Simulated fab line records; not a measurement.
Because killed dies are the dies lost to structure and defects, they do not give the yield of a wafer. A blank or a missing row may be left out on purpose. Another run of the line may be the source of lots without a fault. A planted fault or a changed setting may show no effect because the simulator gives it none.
fab line records | flow sky130
record: lots: 12 | wafers: 36 | last_day: 50
route steps=708 shown METAL3@567 VIA3@593 CAP2M@607 PAD_OPEN@702
lots with no fault: from the same line, run without faults
start_h: start of the lot's first displayed wafer, in hours after the record's first day | wait_h: hours from the lot's prior step to this one | " unchanged from the row above | L1.1+2: a single row standing in for several wafers | - no value present, or no start provided | * or withheld: withheld | < > ~ a bound
route shown NAME@n: NAME is a module with steps in the file, n the number in the route of the first one | usual: the fault-free wafers' mean and standard deviation | same: alike in all rows | chamber/n: place in a boat | sites: per-site readings | _std_site: the values' standard deviation | _edge_site: mean of outer sites minus mean of inner sites | radius_mm: for every site, how far away it sits from the centre of the wafer | mask NAME#n: copy n | behind: the last tool/chamber to shape the wafer | hold: cause of the lot's hold/its duration in hours/its outcome | device: whichever transistor did not switch (one of n, p or np) | end of line: tests run on the same wafers once the route is complete | where a step has no rows: the recipe by itself | killed: at the first sort, the dies lost to defects and structure; wafer yield is something else | map: per-die view of a wafer (x killed, . not killed, _ where there is no die)
set.NAME: setting as actually run; set.NAME@STEP: the setting as run at that earlier step | model.NAME: the simulator's own value behind a step, which no gauge read
the route's steps for a sample of lots (tables are steps, rows are wafers)
services: from which hour (start_h, from the record's first day; less than 0 if before it) a tool's chamber was out of use, for how many hours, and why
== steps ==
step: SKY_METAL3_ETCH_17
recipe: target: SiO2 | stop_on: TiN | chemistry: C4F8/O2/Ar | source_w: 1500 | bias_w: 1200 | pressure_mtorr: 40 | c4f8_flow_sccm: withheld | O2_flow_sccm: 6 | Ar_flow_sccm: 300 | time_s: 3.9 | target_depth_a: 150
usual: oes_product_au: 0.753/0.0069
lot.wafer | tool        | chamber | start_h | wait_h | oes_product_au | rf_hours_counter_h
L270.2    | rie_diel-03 | 3       | 913.28  | 0.1    | 0.747          | 6
L270.3    | "           | 2       | "       | "      | 0.755          | 13
L270.4    | "           | 1       | "       | "      | 0.751          | 5
L271.3    | rie_diel-01 | 0       | 924.70  | 0.0    | 0.750          | 20
L271.4    | "           | 0       | "       | "      | 0.757          | -
L271.6    | "           | 1       | "       | "      | 0.750          | -
L273.2    | rie_diel-03 | 0       | 932.81  | 0.1    | 0.751          | 9
L273.3    | "           | 1       | "       | "      | 0.757          | 6
L273.5    | "           | 3       | "       | "      | 0.757          | -
L277.1    | rie_diel-02 | 1       | 956.13  | 0.1    | 0.748          | 13
L277.3    | "           | 0       | "       | "      | 0.742          | 28
L277.4    | "           | 2       | "       | "      | 0.751          | 3
L278.1    | rie_diel-01 | 0       | 963.10  | 0.1    | 0.740          | 21
L278.3    | "           | 2       | "       | "      | 0.748          | 16
L278.5    | "           | 3       | "       | "      | 0.765          | -
L280.1    | rie_diel-01 | 1       | 975.65  | 0.1    | 0.749          | 11
L280.2    | "           | 0       | "       | "      | 0.753          | 21
L280.6    | "           | 1       | "       | "      | 0.759          | -
L284.2    | rie_diel-03 | 1       | 1002.75 | 0.1    | 0.739          | 8
L284.4    | "           | 2       | "       | "      | 0.749          | 16
L284.6    | "           | 2       | "       | "      | 0.745          | -
L285.1    | rie_diel-03 | 3       | 1011.88 | 0.1    | 0.756          | 9
L285.2    | "           | 0       | "       | "      | 0.756          | 11
L285.4    | "           | 2       | "       | "      | 0.764          | 16
L286.1    | rie_diel-01 | 3       | 1017.35 | 0.1    | 0.747          | 9
L286.3    | "           | 2       | "       | "      | 0.756          | 18
L286.6    | "           | 1       | "       | "      | 0.756          | -
L290.3    | rie_diel-03 | 0       | 1045.75 | 0.0    | 0.749          | 12
L290.4    | "           | 2       | "       | "      | 0.760          | 17
L290.6    | "           | 0       | "       | "      | 0.750          | -
L291.2    | rie_diel-01 | 2       | 1053.30 | 0.1    | 0.760          | 19
L291.4    | "           | 1       | "       | "      | 0.760          | 14
L291.5    | "           | 3       | "       | "      | 0.758          | -
L292.1    | rie_diel-02 | 0       | 1059.38 | 0.2    | 0.744          | 0
L292.5    | "           | 0       | "       | "      | 0.762          | -
L292.6    | "           | 1       | "       | "      | 0.759          | -
step: SKY_VIA3_SPUTTER_20
recipe: material: TiN | target_thk_nm: 20 | chamber_pressure_pa: 5 | power_w: 4000 | time_s: 80
usual: throttle_valve_pct: 30.0/1.1
lot.wafer | tool           | chamber | start_h | wait_h | throttle_valve_pct
L270.2    | pvd_sputter-01 | -       | 939.53  | 0.0    | 31.2
L270.3    | "              | -       | "       | "      | 30.6
L270.4    | "              | -       | "       | "      | 30.7
L271.3    | pvd_sputter-03 | -       | 951.52  | 0.0    | 29.3
L271.4    | "              | -       | "       | "      | 30.6
L271.6    | "              | -       | "       | "      | 29.2
L273.2    | pvd_sputter-03 | -       | 959.31  | 0.0    | 30.0
L273.3    | "              | -       | "       | "      | 30.7
L273.5    | "              | -       | "       | "      | 30.2
L277.1    | pvd_sputter-01 | -       | 982.09  | 0.0    | 31.2
L277.3    | "              | -       | "       | "      | 32.1
L277.4    | "              | -       | "       | "      | 30.7
L278.1    | pvd_sputter-04 | -       | 989.50  | 0.0    | 30.6
L278.3    | "              | -       | "       | "      | 27.4
L278.5    | "              | -       | "       | "      | 30.4
L280.1    | pvd_sputter-03 | -       | 1001.43 | 0.0    | 30.5
L280.2    | "              | -       | "       | "      | 29.1
L280.6    | "              | -       | "       | "      | 30.9
L284.2    | pvd_sputter-04 | -       | 1027.53 | 0.0    | 30.5
L284.4    | "              | -       | "       | "      | 27.6
L284.6    | "              | -       | "       | "      | 30.6
L285.1    | pvd_sputter-03 | -       | 1037.51 | 0.0    | 29.5
L285.2    | "              | -       | "       | "      | 28.9
L285.4    | "              | -       | "       | "      | 30.3
L286.1    | pvd_sputter-04 | -       | 1041.93 | 0.0    | 27.6
L286.3    | "              | -       | "       | "      | 30.6
L286.6    | "              | -       | "       | "      | 27.5
L290.3    | pvd_sputter-03 | -       | 1070.19 | 0.0    | 28.9
L290.4    | "              | -       | "       | "      | 30.6
L290.6    | "              | -       | "       | "      | 29.1
L291.2    | pvd_sputter-01 | -       | 1075.94 | 0.0    | 32.0
L291.4    | "              | -       | "       | "      | 30.2
L291.5    | "              | -       | "       | "      | 31.0
L292.1    | pvd_sputter-03 | -       | 1082.28 | 0.0    | 30.9
L292.5    | "              | -       | "       | "      | 30.2
L292.6    | "              | -       | "       | "      | 29.3
step: SKY_CAP2M_THK_MEAS_04
recipe: thk_meas_gauge: xrf | reads: TiN_of_CAP2M_SPUTTER_02
usual: CAP2M_TIN_THK: 195.6/2.6
lot.wafer | tool          | chamber | start_h | wait_h | CAP2M_TIN_THK[nm]
L270.2    | film_metro-01 | -       | 940.66  | 0.1    | 195.1
L270.3    | "             | -       | "       | "      | 199.3
L270.4    | "             | -       | "       | "      | 199.1
L271.3    | film_metro-04 | -       | 952.67  | 0.1    | 190.3
L271.4    | "             | -       | "       | "      | 189.2
L271.6    | "             | -       | "       | "      | 192.6
L273.2    | film_metro-01 | -       | 960.46  | 0.1    | 200.2
L273.3    | "             | -       | "       | "      | 199.8
L273.5    | "             | -       | "       | "      | 198.5
L277.1    | film_metro-01 | -       | 983.25  | 0.1    | 195.4
L277.3    | "             | -       | "       | "      | 194.6
L277.4    | "             | -       | "       | "      | 193.2
L278.1    | film_metro-04 | -       | 990.64  | 0.1    | 193.4
L278.3    | "             | -       | "       | "      | 197.3
L278.5    | "             | -       | "       | "      | 193.9
L280.1    | film_metro-02 | -       | 1002.68 | 0.1    | 198.0
L280.2    | "             | -       | "       | "      | 192.9
L280.6    | "             | -       | "       | "      | 194.0
L284.2    | film_metro-01 | -       | 1028.69 | 0.1    | 194.7
L284.4    | "             | -       | "       | "      | 196.1
L284.6    | "             | -       | "       | "      | 194.6
L285.1    | film_metro-02 | -       | 1038.64 | 0.1    | 191.6
L285.2    | "             | -       | "       | "      | 195.4
L285.4    | "             | -       | "       | "      | 193.9
L286.1    | film_metro-01 | -       | 1043.06 | 0.1    | 196.3
L286.3    | "             | -       | "       | "      | 192.4
L286.6    | "             | -       | "       | "      | 195.9
L290.3    | film_metro-01 | -       | 1071.34 | 0.1    | 197.5
L290.4    | "             | -       | "       | "      | 196.8
L290.6    | "             | -       | "       | "      | 197.7
L291.2    | film_metro-04 | -       | 1077.08 | 0.1    | 196.3
L291.4    | "             | -       | "       | "      | 197.5
L291.5    | "             | -       | "       | "      | 197.4
L292.1    | film_metro-01 | -       | 1083.52 | 0.1    | 197.4
L292.5    | "             | -       | "       | "      | 196.7
L292.6    | "             | -       | "       | "      | 196.1
step: SKY_PAD_OPEN_STRIP_08
recipe: chemistry: O2/N2 | power_w: 1400 | pressure_mtorr: 1500 | platen_temp_c: withheld | overash_fraction: 0.7 | o2_flow_sccm: 3000 | n2_flow_sccm: 300
usual: chamber_pressure_mTorr: 1500.1/1.4 | drypump_motor_current_A: 5.73/0.23 | oes_product_au: 0.663/0.005
lot.wafer | tool            | chamber | start_h | wait_h | chamber_pressure_mTorr | drypump_motor_current_A | oes_product_au | rf_hours_counter_h
L270.2    | plasma_asher-02 | 0       | 1083.63 | 0.1    | 1500.2                 | 5.41                    | 0.655          | 96
L270.3    | "               | 1       | "       | "      | 1500.4                 | 5.56                    | 0.672          | -
L270.4    | "               | 0       | "       | "      | 1499.8                 | 5.43                    | 0.663          | -
L271.3    | plasma_asher-02 | 1       | 1093.27 | 0.1    | 1499.7                 | 5.57                    | 0.666          | -
L271.4    | "               | 0       | "       | "      | 1500.2                 | 5.43                    | 0.660          | -
L271.6    | "               | 0       | "       | "      | 1501.1                 | 5.42                    | 0.664          | -
L273.2    | plasma_asher-02 | 1       | 1099.83 | 0.1    | 1499.1                 | 5.57                    | 0.660          | 98
L273.3    | "               | 0       | "       | "      | 1501.9                 | 5.42                    | 0.664          | -
L273.5    | "               | 0       | "       | "      | 1500.9                 | 5.42                    | 0.666          | -
L277.1    | plasma_asher-03 | 1       | 1118.31 | 0.1    | 1500.2                 | 5.88                    | 0.668          | 4
L277.3    | "               | 0       | "       | "      | 1502.8                 | 5.95                    | 0.660          | -
L277.4    | "               | 1       | "       | "      | 1498.8                 | 5.89                    | 0.671          | -
L278.1    | plasma_asher-02 | 1       | 1124.78 | 0.1    | 1499.6                 | 5.58                    | 0.671          | 100
L278.3    | "               | 1       | "       | "      | 1501.1                 | 5.58                    | 0.662          | -
L278.5    | "               | 0       | "       | "      | 1502.1                 | 5.41                    | 0.670          | -
L280.1    | plasma_asher-03 | 1       | 1135.21 | 0.1    | 1497.8                 | 5.91                    | 0.665          | 6
L280.2    | "               | 0       | "       | "      | 1501.8                 | 5.97                    | 0.658          | 6
L280.6    | "               | 0       | "       | "      | 1501.2                 | 5.94                    | 0.662          | -
L284.2    | plasma_asher-02 | 1       | 1155.17 | 0.1    | -                      | -                       | -              | -
L284.4    | "               | 1       | "       | "      | -                      | -                       | -              | -
L284.6    | "               | 1       | "       | "      | -                      | -                       | -              | -
L285.1    | plasma_asher-01 | 0       | 1163.08 | 0.1    | -                      | -                       | -              | -
L285.2    | "               | 1       | "       | "      | -                      | -                       | -              | -
L285.4    | "               | 1       | "       | "      | -                      | -                       | -              | -
L286.1    | plasma_asher-01 | 1       | 1166.81 | 0.1    | -                      | -                       | -              | -
L286.3    | "               | 1       | "       | "      | -                      | -                       | -              | -
L286.6    | "               | 0       | "       | "      | -                      | -                       | -              | -
L290.3    | plasma_asher-02 | 0       | 1188.80 | 0.1    | 1501.1                 | 5.42                    | 0.671          | -
L290.4    | "               | 1       | "       | "      | 1499.1                 | 5.55                    | 0.659          | -
L290.6    | "               | 0       | "       | "      | 1498.9                 | 5.42                    | 0.654          | -
L291.2    | plasma_asher-03 | 0       | 1191.33 | 0.1    | 1499.5                 | 5.96                    | 0.656          | 12
L291.4    | "               | 1       | "       | "      | 1500.5                 | 5.94                    | 0.661          | -
L291.5    | "               | 1       | "       | "      | 1498.7                 | 5.91                    | 0.665          | -
L292.1    | plasma_asher-02 | 0       | 1196.13 | 0.1    | 1501.8                 | 5.41                    | 0.666          | 107
L292.5    | "               | 1       | "       | "      | 1500.6                 | 5.56                    | 0.662          | -
L292.6    | "               | 0       | "       | "      | 1499.5                 | 5.41                    | 0.663          | -
step: SKY_PAD_OPEN_PROBE_99
usual: defect_limited_yield: 82.4/1.8 | killed_at_M0_to_M3: 44/6 | killed_at_M4_up: 2.9/1.5 | killed_at_contacts: 24/4.9 | killed_at_front_end: 16/4.3 | killed_at_other: 0.3/0.54 | killed_dies: 87/8.7 | killed_open: 48/6.7 | killed_short: 39/5.9 | sort_bin_3_pad_short: 0.9/0.4 | sort_bin_5_function: 10.5/1.5 | sort_bin_6_memory: 6.2/1.1 | sort_n_pass: 405/8.7 | sort_yield_pct: 82.4/1.8
same: gross_dies: 492 | killed_at_back_side: 0 | sort_bin_4_leakage[%]: 0 | sort_bin_8_speed[%]: 0
lot.wafer | tool      | chamber | start_h | wait_h | defect_limited_yield[%] | killed_at_M0_to_M3 | killed_at_M4_up | killed_at_contacts | killed_at_front_end | killed_at_other | killed_dies | killed_open | killed_short | sort_bin_3_pad_short[%] | sort_bin_5_function[%] | sort_bin_6_memory[%] | sort_n_pass | sort_yield_pct[%]
L273.2    | prober-01 | -       | 1103.48 | 0.1    | 81.9                    | 43                 | 2               | 22                 | 22                  | 0               | 89          | 50          | 39           | 0.8                     | 10.0                   | 7.3                  | 403         | 81.9
L273.3    | prober-01 | -       | 1103.53 | 0.2    | 82.5                    | 35                 | 0               | 26                 | 25                  | 0               | 86          | 46          | 40           | 0.6                     | 9.8                    | 7.1                  | 406         | 82.5
L273.5    | prober-01 | -       | 1103.63 | 0.2    | 82.1                    | 42                 | 2               | 26                 | 17                  | 1               | 88          | 56          | 32           | 0.6                     | 12.0                   | 5.3                  | 404         | 82.1
L292.1    | prober-01 | -       | 1198.35 | 0.1    | 81.9                    | 39                 | 3               | 31                 | 16                  | 0               | 89          | 48          | 40           | 0.8                     | 11.4                   | 5.9                  | 403         | 81.9
L292.5    | prober-01 | -       | 1198.55 | 0.2    | 84.1                    | 38                 | 2               | 21                 | 16                  | 1               | 78          | 37          | 40           | 1.0                     | 10.0                   | 4.9                  | 414         | 84.1
L292.6    | prober-01 | -       | 1198.60 | 0.2    | 79.7                    | 60                 | 0               | 31                 | 9                   | 0               | 100         | 55          | 45           | 1.6                     | 13.0                   | 5.7                  | 392         | 79.7
killed by level:class
L273.2 POLY_GATE:geometric_particle:open=10 LOCAL_INTERCONNECT:geometric_particle:short=8 VIA1:geometric_particle:open=7 VIA2:geometric_particle:open=6 CONTACT:geometric_particle:open=6 VIA3:geometric_particle:open=6 METAL1:geometric_particle:open=5 FIELD_ISO:geometric_particle:short=4
L273.3 CONTACT:geometric_particle:open=11 VIA1:geometric_particle:open=9 POLY_GATE:geometric_particle:short=6 FIELD_ISO:geometric_particle:open=5 POLY_GATE:geometric_particle:open=5 VIA3:geometric_particle:open=5 LI_CONTACT:geometric_particle:open=5 FIELD_ISO:geometric_particle:short=4
L273.5 CONTACT:geometric_particle:open=11 VIA1:geometric_particle:open=10 LI_CONTACT:geometric_particle:open=8 VIA3:geometric_particle:open=8 VIA1:geometric_particle:short=7 VIA2:geometric_particle:open=6 CONTACT:geometric_particle:short=5 FIELD_ISO:geometric_particle:short=4
L292.1 CONTACT:geometric_particle:open=11 LI_CONTACT:geometric_particle:open=9 VIA1:geometric_particle:open=9 LOCAL_INTERCONNECT:geometric_particle:short=7 FIELD_ISO:geometric_particle:open=6 VIA3:geometric_particle:open=6 METAL1:geometric_particle:short=6 VIA2:geometric_particle:short=5
L292.5 VIA1:geometric_particle:open=11 LI_CONTACT:geometric_particle:open=9 FIELD_ISO:geometric_particle:short=7 CONTACT:geometric_particle:short=6 VIA3:geometric_particle:open=5 POLY_GATE:geometric_particle:short=4 METAL1:geometric_particle:short=4 VIA1:geometric_particle:short=4
L292.6 CONTACT:geometric_particle:open=14 VIA1:geometric_particle:open=12 VIA3:geometric_particle:open=11 METAL1:geometric_particle:short=8 LI_CONTACT:geometric_particle:open=7 METAL2:geometric_particle:short=7 VIA1:geometric_particle:short=6 CONTACT:geometric_particle:short=6
== services ==
tool            | chamber | start_h | hours | kind
rie_diel-03     | -       | 897.59  | 14.6  | pm
rie_diel-01     | 3       | 900.54  | 6.2   | repair
plasma_asher-02 | -       | 902.27  | 7.9   | repair
rie_diel-02     | 0       | 913.75  | 4.2   | repair
rie_diel-01     | 2       | 922.82  | 14.6  | repair
rie_diel-03     | 0       | 924.74  | 5.8   | repair
rie_diel-02     | 2       | 930.15  | 5.0   | repair
pvd_sputter-04  | -       | 936.09  | 3.5   | repair
rie_diel-02     | 3       | 949.35  | 1.3   | repair
rie_diel-01     | -       | 977.94  | 2.8   | pm
pvd_sputter-03  | -       | 981.37  | 4.9   | repair
rie_diel-01     | 3       | 986.28  | 10.2  | repair
plasma_asher-01 | -       | 994.99  | 2.2   | repair
rie_diel-02     | -       | 1010.87 | 2.8   | pm
rie_diel-01     | 1       | 1036.50 | 9.4   | repair
plasma_asher-03 | -       | 1041.39 | 23.8  | repair
plasma_asher-03 | -       | 1065.17 | 9.0   | pm
rie_diel-03     | 2       | 1075.81 | 5.5   | repair
rie_diel-01     | 1       | 1089.30 | 1.7   | repair
pvd_sputter-03  | -       | 1089.81 | 1.1   | repair
pvd_sputter-04  | -       | 1097.72 | 4.0   | repair
pvd_sputter-04  | -       | 1105.31 | 2.1   | repair
rie_diel-03     | 2       | 1176.93 | 8.8   | repair
rie_diel-01     | -       | 1177.37 | 0.3   | repair
== key ==
first_sign: step: SKY_PAD_OPEN_STRIP_08 | reading: tool_record | direction: missing
effect none on later readings
met_at SKY_PAD_OPEN_STRIP_08
struck_lots L284,L285,L286
loop_trim: step: SKY_METAL3_EXPOSE_10 | setting: dose | lots: L285,L286
not_acting_at SKY_METAL3_ETCH_17,SKY_VIA3_SPUTTER_20,SKY_CAP2M_THK_MEAS_04
onset_between 1124.78 1155.17
fault: kind: skipped_step_whole | tool: plasma_asher-01,plasma_asher-02 | chamber: - | onset_h: 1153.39 | steps: SKY_PAD_OPEN_STRIP_08 | scope: struck_lots_only
loop_trim: a control loop set the setting to another value than it would have without faults
